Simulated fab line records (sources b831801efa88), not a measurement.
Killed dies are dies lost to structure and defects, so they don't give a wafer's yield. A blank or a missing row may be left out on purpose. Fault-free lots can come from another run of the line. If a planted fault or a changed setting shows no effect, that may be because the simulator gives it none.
A struck lot beside a sound one ; flow sfqLine ; 17 steps out of a route of 325
Sound: the wafers L231.1, L231.2, L231.5. Struck: wafer L241.2 (L241.1, L241.4, from the same lot, were not struck and are left out); the cause is given at the end.
Per side, at each step with rows, come the tool, then ch with its chambers, and then its first start. Under that, the readings that differ: sound wafers ; struck wafers ; difference of the means ; sigmas: that difference in standard deviations of wafers without a fault.
alike: readings whose means differ by less than 2 such deviations, and words and numbers that are the same on both sides. not compared: withheld readings, readings that some wafer has no value for, bounds like >300 that may hide the same value, and numbers for which the record gives no deviation and whose values overlap.
The two part at a step that has a row with sigmas, a row that says differs or no value, or rows on one side only. Numbers that don't overlap but have no deviation are shown without sigmas and don't part them. A reading that every wafer of one side lacks parts them only if that side has two wafers or more.

SFQ_TRILAYER_I7_VIA_STRIP_STRIP_191: strips in O2.
  sound on rieMetal-03 ch 0,1, day 75 13:03; struck on rieMetal-03 ch 0, day 80 12:39
reading;sound;struck;difference;sigmas
oesProductAu (a.u.);1.000 1.006 1.015;1.025;+0.018;+2
  alike: drypumpMotorCurrentA, heBacksideLeakSccm
  not compared: rfHoursCounterH
then, 8 steps without rows for these wafers: SFQ_TRILAYER_I7_VIA_STRIP_SOLV_CLEAN_192 (cleans in NMP, time 600 s); SFQ_TRILAYER_M8_LITHO_LOR_COAT_197; SFQ_TRILAYER_M8_LITHO_LOR_BAKE_198; SFQ_TRILAYER_M8_LITHO_COAT_193 (resist thk 600 nm); SFQ_TRILAYER_M8_LITHO_SOFTBAKE_199; SFQ_TRILAYER_M8_LITHO_EXPOSE_194 (exposes mask M8, target cd 2000 nm); SFQ_TRILAYER_M8_LITHO_PEB_196 (peb time 60 s); SFQ_TRILAYER_M8_LITHO_DEVELOP_195 (img clear 15 s, time 55 s).
-- the record jumps here: 3 days lie between the struck wafers' starts before and after --
SFQ_M8_OVL_MEAS_948:
  sound: overlay-02 at day 75 23:40; struck: overlay-02 at day 83 01:11
  alike: M8_OVL
then, 2 steps without rows for these wafers: SFQ_TRILAYER_M8_DEP_EVAP_197 (material Ti, target thk 20 nm, time 100 s); SFQ_TRILAYER_M8_DEP_EVAP_198 (material Pt, target thk 50 nm, time 250 s).
SFQ_TRILAYER_M8_DEP_EVAP_196: material Au, target thk 180 nm, time 900 s.
  sound: pvdSputter-02 at day 75 23:55; struck: pvdSputter-01 at day 83 01:27
reading;sound;struck;difference;sigmas
model.Au_of_TRILAYER_M8_DEP_EVAP_196.thkNm (nm);178.6 179.6 180.8;185.3;+5.6;
SFQ_M8_RS_MEAS_949: a four-point-probe measurement.
  sound: filmMetro-02 at day 76 00:26; struck: filmMetro-02 at day 83 01:58
reading;sound;struck;difference;sigmas
M8_AU_RS (ohm/sq);0.1546 0.1535 0.1524;0.1488;-0.0047;-3
SFQ_M8_THK_MEAS_950: measures by xrf.
  sound: filmMetro-02 at day 76 00:34; struck: filmMetro-02 at day 83 02:05
reading;sound;struck;difference;sigmas
M8_AU_THK (nm);175.7 177.0 177.5;181.5;+4.8;+3
then, 1 step without rows for these wafers: SFQ_TRILAYER_M8_LIFTOFF_LIFTOFF_197 (chemistry NMP, time 600 s).
SFQ_M8_BOW_MEAS_951:
  sound: filmMetro-03 at day 76 00:47; struck: filmMetro-03 at day 83 02:19
reading;sound;struck;difference;sigmas
model.etest.m8.ohmSq;0.1549 0.154 0.153;0.1493;-0.0047;
  alike: M8_BOW

## WHERE THEY PART
Last at SFQ_M8_THK_MEAS_950 as far as this record goes, first at SFQ_TRILAYER_I7_VIA_STRIP_STRIP_191. Later steps at which nothing parts them and some readings are alike: SFQ_M8_BOW_MEAS_951.

WHY: the cause the simulator had injected
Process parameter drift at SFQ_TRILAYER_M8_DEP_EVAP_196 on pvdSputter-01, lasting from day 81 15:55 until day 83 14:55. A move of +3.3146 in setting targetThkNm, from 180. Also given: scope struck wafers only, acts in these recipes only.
